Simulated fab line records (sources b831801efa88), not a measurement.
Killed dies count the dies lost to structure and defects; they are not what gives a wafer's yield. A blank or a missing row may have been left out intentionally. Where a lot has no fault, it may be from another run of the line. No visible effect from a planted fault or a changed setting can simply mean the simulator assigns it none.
Which tool was responsible? || flow gf180mcu || 12 lots, 36 wafers sampled, at 5 steps of a route of 602

## WHAT EACH GAUGE READ, for each wafer
GF_VT_IMPLANT_OVL_MEAS_40. Usual: VT_IMPLANT_03_OVL typically reads -0.8 nm, with standard deviation 1.6.
{"lot": "L432", "measured": "day 7 12:33", "on": "overlay-01", "VT_IMPLANT_03_OVL (nm)": "-2.7 -1.1 -4.2", "flag": ""}
{"lot": "L433", "measured": "day 7 18:22", "on": "overlay-02", "VT_IMPLANT_03_OVL (nm)": "-0.1 -1.2 -1.2", "flag": ""}
{"lot": "L434", "measured": "day 7 21:57", "on": "overlay-02", "VT_IMPLANT_03_OVL (nm)": "-2.7 -1.5 -1.5", "flag": ""}
{"lot": "L435", "measured": "day 8 09:43", "on": "overlay-02", "VT_IMPLANT_03_OVL (nm)": "-4.2 -2.1 -1.7", "flag": ""}
{"lot": "L436", "measured": "day 8 15:24", "on": "overlay-02", "VT_IMPLANT_03_OVL (nm)": "0.4 1.5 -0.9", "flag": ""}
{"lot": "L438", "measured": "day 9 04:16", "on": "overlay-01", "VT_IMPLANT_03_OVL (nm)": "-3.5 -3.0 -3.7", "flag": ""}
{"lot": "L439", "measured": "day 9 09:13", "on": "overlay-01", "VT_IMPLANT_03_OVL (nm)": "-2.3 -2.3 -2.4", "flag": ""}
{"lot": "L440", "measured": "day 9 15:00", "on": "overlay-02", "VT_IMPLANT_03_OVL (nm)": "0.8 -0.4 0.6", "flag": ""}
{"lot": "L441", "measured": "day 10 01:51", "on": "overlay-01", "VT_IMPLANT_03_OVL (nm)": "1.1 0.3 -0.4", "flag": ""}
{"lot": "L442", "measured": "day 10 06:18", "on": "overlay-02", "VT_IMPLANT_03_OVL (nm)": "0.7 0.3 -0.6", "flag": ""}
{"lot": "L447", "measured": "day 11 15:51", "on": "overlay-02", "VT_IMPLANT_03_OVL (nm)": "0.5 0.4 1.5", "flag": ""}
{"lot": "L450", "measured": "day 12 12:15", "on": "overlay-02", "VT_IMPLANT_03_OVL (nm)": "2.5 -0.1 1.5", "flag": ""}

GF_POLY_GATE_THK_MEAS_01. Usual: POLY_GATE_CVD_00_THK typically reads 199.7 nm, with standard deviation 1.5.
{"lot": "L432", "measured": "day 8 11:53", "on": "filmMetro-04", "POLY_GATE_CVD_00_THK (nm)": "200.8 202.5 199.9", "flag": ""}
{"lot": "L433", "measured": "day 8 16:35", "on": "filmMetro-01", "POLY_GATE_CVD_00_THK (nm)": "199.1 200.1 197.8", "flag": ""}
{"lot": "L434", "measured": "day 8 21:24", "on": "filmMetro-02", "POLY_GATE_CVD_00_THK (nm)": "196.4 198.2 198.9", "flag": ""}
{"lot": "L435", "measured": "day 9 07:54", "on": "filmMetro-04", "POLY_GATE_CVD_00_THK (nm)": "198.7 200.1 199.9", "flag": ""}
{"lot": "L436", "measured": "day 9 14:27", "on": "filmMetro-04", "POLY_GATE_CVD_00_THK (nm)": "197.0 196.5 195.4", "flag": ""}
{"lot": "L438", "measured": "day 10 04:29", "on": "filmMetro-04", "POLY_GATE_CVD_00_THK (nm)": "202.2 198.4 200.6", "flag": ""}
{"lot": "L439", "measured": "day 10 09:10", "on": "filmMetro-02", "POLY_GATE_CVD_00_THK (nm)": "200.0 200.4 199.0", "flag": ""}
{"lot": "L440", "measured": "day 10 14:19", "on": "filmMetro-01", "POLY_GATE_CVD_00_THK (nm)": "201.5 198.4 200.7", "flag": ""}
{"lot": "L441", "measured": "day 11 00:31", "on": "filmMetro-01", "POLY_GATE_CVD_00_THK (nm)": "199.5 200.2 201.2", "flag": ""}
{"lot": "L442", "measured": "day 11 05:34", "on": "filmMetro-02", "POLY_GATE_CVD_00_THK (nm)": "199.3 200.1 200.9", "flag": ""}
{"lot": "L447", "measured": "day 12 17:48", "on": "filmMetro-02", "POLY_GATE_CVD_00_THK (nm)": "199.6 198.1 197.8", "flag": ""}
{"lot": "L450", "measured": "day 13 14:36", "on": "filmMetro-01", "POLY_GATE_CVD_00_THK (nm)": "252.8 252.5 252.2", "flag": "OFF"}

## WHAT TOOL EACH LOT RAN ON (gives the tool, then ch and the chambers of the sampled wafers, and finally the start)
{"lot": "L432", "GF_VT_IMPLANT_STRIP_09": "plasmaAsher-01 ch 0,1, day 5 15:40", "GF_DUAL_GATE_STRIP_13": "plasmaAsher-03 ch 0,1, day 8 07:32", "GF_POLY_GATE_CVD_00": "lpcvd-01 ch 0, day 8 10:34"}
{"lot": "L433", "GF_VT_IMPLANT_STRIP_09": "plasmaAsher-01 ch 0, day 5 20:11", "GF_DUAL_GATE_STRIP_13": "plasmaAsher-01 ch 0,1, day 8 13:32", "GF_POLY_GATE_CVD_00": "lpcvd-02 ch 1, day 8 15:14"}
{"lot": "L434", "GF_VT_IMPLANT_STRIP_09": "plasmaAsher-02 ch 0,1, day 6 00:14", "GF_DUAL_GATE_STRIP_13": "plasmaAsher-01 ch 0,1, day 8 17:40", "GF_POLY_GATE_CVD_00": "lpcvd-01 ch 0, day 8 20:04"}
{"lot": "L435", "GF_VT_IMPLANT_STRIP_09": "plasmaAsher-04 ch 0,1, day 6 09:26", "GF_DUAL_GATE_STRIP_13": "plasmaAsher-04 ch 0,1, day 9 04:41", "GF_POLY_GATE_CVD_00": "lpcvd-01 ch 1, day 9 06:34"}
{"lot": "L436", "GF_VT_IMPLANT_STRIP_09": "plasmaAsher-02 ch 0,1, day 6 15:29", "GF_DUAL_GATE_STRIP_13": "plasmaAsher-04 ch 0,1, day 9 10:14", "GF_POLY_GATE_CVD_00": "lpcvd-01 ch 0, day 9 13:07"}
{"lot": "L438", "GF_VT_IMPLANT_STRIP_09": "plasmaAsher-02 ch 0,1, day 7 03:31", "GF_DUAL_GATE_STRIP_13": "plasmaAsher-04 ch 0,1, day 9 23:42", "GF_POLY_GATE_CVD_00": "lpcvd-02 ch 1, day 10 02:27"}
{"lot": "L439", "GF_VT_IMPLANT_STRIP_09": "plasmaAsher-02 ch 0,1, day 7 08:38", "GF_DUAL_GATE_STRIP_13": "plasmaAsher-03 ch 0,1, day 10 05:43", "GF_POLY_GATE_CVD_00": "lpcvd-02 ch 1, day 10 07:49"}
{"lot": "L440", "GF_VT_IMPLANT_STRIP_09": "plasmaAsher-02 ch 0,1, day 7 13:26", "GF_DUAL_GATE_STRIP_13": "plasmaAsher-01 ch 0,1, day 10 11:11", "GF_POLY_GATE_CVD_00": "lpcvd-02 ch 0, day 10 12:59"}
{"lot": "L441", "GF_VT_IMPLANT_STRIP_09": "plasmaAsher-01 ch 0,1, day 7 22:05", "GF_DUAL_GATE_STRIP_13": "plasmaAsher-03 ch 1, day 10 21:28", "GF_POLY_GATE_CVD_00": "lpcvd-02 ch 0, day 10 23:10"}
{"lot": "L442", "GF_VT_IMPLANT_STRIP_09": "plasmaAsher-02 ch 0,1, day 8 04:11", "GF_DUAL_GATE_STRIP_13": "plasmaAsher-03 ch 0,1, day 11 02:31", "GF_POLY_GATE_CVD_00": "lpcvd-02 ch 1, day 11 04:14"}
{"lot": "L447", "GF_VT_IMPLANT_STRIP_09": "plasmaAsher-01 ch 1, day 9 10:35", "GF_DUAL_GATE_STRIP_13": "plasmaAsher-04 ch 0,1, day 12 13:37", "GF_POLY_GATE_CVD_00": "lpcvd-01 ch 0, day 12 16:28"}
{"lot": "L450", "GF_VT_IMPLANT_STRIP_09": "plasmaAsher-04 ch 0,1, day 10 04:41", "GF_DUAL_GATE_STRIP_13": "plasmaAsher-01 ch 0,1, day 13 11:34", "GF_POLY_GATE_CVD_00": "lpcvd-01 ch 0, day 13 13:16"}
- GF_VT_IMPLANT_STRIP_09: strips in O2/N2.
- GF_DUAL_GATE_STRIP_13: strips in O2/N2.
- GF_POLY_GATE_CVD_00: deposits poly-Si, target thk 200 nm, time 1200 s.

## WHAT THE TOOLS THEMSELVES READ (means of the sampled wafers that have a number; where no wafer has one, the mark that the record gives instead)
GF_VT_IMPLANT_STRIP_09. Usual: drypumpMotorCurrentA 5.7 A, standard deviation 0.33; heaterPowerW 337 W, standard deviation 39; oesProductAu 0.716 a.u., standard deviation 0.0045; stripTimeToEndpointS 12.64 s, standard deviation 0.031.
{"lot": "L432", "tool": "plasmaAsher-01", "drypumpMotorCurrentA (A)": 6.0, "heaterPowerW (W)": 351, "oesProductAu (a.u.)": 0.714, "stripTimeToEndpointS (s)": 12.63, "flag": ""}
{"lot": "L433", "tool": "plasmaAsher-01", "drypumpMotorCurrentA (A)": 6.3, "heaterPowerW (W)": 376, "oesProductAu (a.u.)": 0.718, "stripTimeToEndpointS (s)": 12.59, "flag": ""}
{"lot": "L434", "tool": "plasmaAsher-02", "drypumpMotorCurrentA (A)": 5.6, "heaterPowerW (W)": 323, "oesProductAu (a.u.)": 0.717, "stripTimeToEndpointS (s)": 12.65, "flag": ""}
{"lot": "L435", "tool": "plasmaAsher-04", "drypumpMotorCurrentA (A)": 5.6, "heaterPowerW (W)": 336, "oesProductAu (a.u.)": 0.712, "stripTimeToEndpointS (s)": 12.66, "flag": ""}
{"lot": "L436", "tool": "plasmaAsher-02", "drypumpMotorCurrentA (A)": 5.7, "heaterPowerW (W)": 355, "oesProductAu (a.u.)": 0.721, "stripTimeToEndpointS (s)": 12.67, "flag": ""}
{"lot": "L438", "tool": "plasmaAsher-02", "drypumpMotorCurrentA (A)": 5.6, "heaterPowerW (W)": 329, "oesProductAu (a.u.)": 0.713, "stripTimeToEndpointS (s)": 12.64, "flag": ""}
{"lot": "L439", "tool": "plasmaAsher-02", "drypumpMotorCurrentA (A)": 5.6, "heaterPowerW (W)": 322, "oesProductAu (a.u.)": 0.720, "stripTimeToEndpointS (s)": 12.63, "flag": ""}
{"lot": "L440", "tool": "plasmaAsher-02", "drypumpMotorCurrentA (A)": 5.7, "heaterPowerW (W)": 347, "oesProductAu (a.u.)": 0.713, "stripTimeToEndpointS (s)": 12.62, "flag": ""}
{"lot": "L441", "tool": "plasmaAsher-01", "drypumpMotorCurrentA (A)": 5.8, "heaterPowerW (W)": 334, "oesProductAu (a.u.)": 0.720, "stripTimeToEndpointS (s)": 12.62, "flag": ""}
{"lot": "L442", "tool": "plasmaAsher-02", "drypumpMotorCurrentA (A)": 5.5, "heaterPowerW (W)": 319, "oesProductAu (a.u.)": 0.716, "stripTimeToEndpointS (s)": 12.61, "flag": ""}
{"lot": "L447", "tool": "plasmaAsher-01", "drypumpMotorCurrentA (A)": 5.5, "heaterPowerW (W)": 312, "oesProductAu (a.u.)": 0.714, "stripTimeToEndpointS (s)": 12.64, "flag": ""}
{"lot": "L450", "tool": "plasmaAsher-04", "drypumpMotorCurrentA (A)": 5.5, "heaterPowerW (W)": 338, "oesProductAu (a.u.)": 0.717, "stripTimeToEndpointS (s)": 12.63, "flag": ""}

GF_DUAL_GATE_STRIP_13. Usual: drypumpMotorCurrentA 5.9 A, standard deviation 0.43; heaterPowerW 329 W, standard deviation 30; oesProductAu 0.715 a.u., standard deviation 0.0049; stripTimeToEndpointS 12.63 s, standard deviation 0.036.
{"lot": "L432", "tool": "plasmaAsher-03", "drypumpMotorCurrentA (A)": 6.3, "heaterPowerW (W)": 319, "oesProductAu (a.u.)": 0.716, "stripTimeToEndpointS (s)": 12.67, "flag": ""}
{"lot": "L433", "tool": "plasmaAsher-01", "drypumpMotorCurrentA (A)": 5.8, "heaterPowerW (W)": 327, "oesProductAu (a.u.)": 0.714, "stripTimeToEndpointS (s)": 12.56, "flag": ""}
{"lot": "L434", "tool": "plasmaAsher-01", "drypumpMotorCurrentA (A)": 6.0, "heaterPowerW (W)": 345, "oesProductAu (a.u.)": 0.711, "stripTimeToEndpointS (s)": 12.64, "flag": ""}
{"lot": "L435", "tool": "plasmaAsher-04", "drypumpMotorCurrentA (A)": 5.5, "heaterPowerW (W)": 311, "oesProductAu (a.u.)": 0.713, "stripTimeToEndpointS (s)": 12.59, "flag": ""}
{"lot": "L436", "tool": "plasmaAsher-04", "drypumpMotorCurrentA (A)": 5.5, "heaterPowerW (W)": 311, "oesProductAu (a.u.)": 0.716, "stripTimeToEndpointS (s)": 12.68, "flag": ""}
{"lot": "L438", "tool": "plasmaAsher-04", "drypumpMotorCurrentA (A)": 5.5, "heaterPowerW (W)": 341, "oesProductAu (a.u.)": 0.714, "stripTimeToEndpointS (s)": 12.64, "flag": ""}
{"lot": "L439", "tool": "plasmaAsher-03", "drypumpMotorCurrentA (A)": 6.3, "heaterPowerW (W)": 325, "oesProductAu (a.u.)": 0.715, "stripTimeToEndpointS (s)": 12.64, "flag": ""}
{"lot": "L440", "tool": "plasmaAsher-01", "drypumpMotorCurrentA (A)": 6.0, "heaterPowerW (W)": 350, "oesProductAu (a.u.)": 0.714, "stripTimeToEndpointS (s)": 12.63, "flag": ""}
{"lot": "L441", "tool": "plasmaAsher-03", "drypumpMotorCurrentA (A)": 5.9, "heaterPowerW (W)": 335, "oesProductAu (a.u.)": 0.715, "stripTimeToEndpointS (s)": 12.66, "flag": ""}
{"lot": "L442", "tool": "plasmaAsher-03", "drypumpMotorCurrentA (A)": 6.1, "heaterPowerW (W)": 330, "oesProductAu (a.u.)": 0.712, "stripTimeToEndpointS (s)": 12.64, "flag": ""}
{"lot": "L447", "tool": "plasmaAsher-04", "drypumpMotorCurrentA (A)": 5.6, "heaterPowerW (W)": 336, "oesProductAu (a.u.)": 0.712, "stripTimeToEndpointS (s)": 12.62, "flag": ""}
{"lot": "L450", "tool": "plasmaAsher-01", "drypumpMotorCurrentA (A)": 6.0, "heaterPowerW (W)": 349, "oesProductAu (a.u.)": 0.710, "stripTimeToEndpointS (s)": 12.58, "flag": ""}

GF_POLY_GATE_CVD_00. Usual: spikeTcUpperC at 620.9 C, with a standard deviation of 1.4.
{"lot": "L432", "tool": "lpcvd-01", "spikeTcUpperC (C)": 619.8, "flag": ""}
{"lot": "L433", "tool": "lpcvd-02", "spikeTcUpperC (C)": 621.3, "flag": ""}
{"lot": "L434", "tool": "lpcvd-01", "spikeTcUpperC (C)": 621.2, "flag": ""}
{"lot": "L435", "tool": "lpcvd-01", "spikeTcUpperC (C)": 620.4, "flag": ""}
{"lot": "L436", "tool": "lpcvd-01", "spikeTcUpperC (C)": 620.6, "flag": ""}
{"lot": "L438", "tool": "lpcvd-02", "spikeTcUpperC (C)": 622.1, "flag": ""}
{"lot": "L439", "tool": "lpcvd-02", "spikeTcUpperC (C)": 620.7, "flag": ""}
{"lot": "L440", "tool": "lpcvd-02", "spikeTcUpperC (C)": 620.5, "flag": ""}
{"lot": "L441", "tool": "lpcvd-02", "spikeTcUpperC (C)": 619.1, "flag": ""}
{"lot": "L442", "tool": "lpcvd-02", "spikeTcUpperC (C)": 621.1, "flag": ""}
{"lot": "L447", "tool": "lpcvd-01", "spikeTcUpperC (C)": 620.7, "flag": ""}
{"lot": "L450", "tool": "lpcvd-01", "spikeTcUpperC (C)": 620.7, "flag": ""}

## THE ANSWER, worked out from the rows above alone
Rule: take the mean of a lot's wafers that have a number; if it is more than 3 standard deviations from the usual mean, the lot is off. Also off: a lot with no number at a reading for which 4 or more lots have one. The other lots that the step has rows for count as sound. First the gauges in route order, then the tools' own readings, where a lot's mean is used as printed above. At the first step where some lot is off, the reading lying furthest off is the one used; lots without a number count as furthest.
Off: L450, at GF_POLY_GATE_THK_MEAS_01 (POLY_GATE_CVD_00_THK).
A tool fits if, at a process step before that reading, it ran every lot that is off, and no sound lot after the first of them. Gauges at GF_POLY_GATE_THK_MEAS_01: tried the same way as those tools. Can't be told from this: 4 tools fit, plasmaAsher-04 at GF_VT_IMPLANT_STRIP_09, plasmaAsher-01 at GF_DUAL_GATE_STRIP_13, lpcvd-01 at GF_POLY_GATE_CVD_00, filmMetro-01 at GF_POLY_GATE_THK_MEAS_01.

## WHAT HAD BEEN PUT IN BY THE SIMULATOR
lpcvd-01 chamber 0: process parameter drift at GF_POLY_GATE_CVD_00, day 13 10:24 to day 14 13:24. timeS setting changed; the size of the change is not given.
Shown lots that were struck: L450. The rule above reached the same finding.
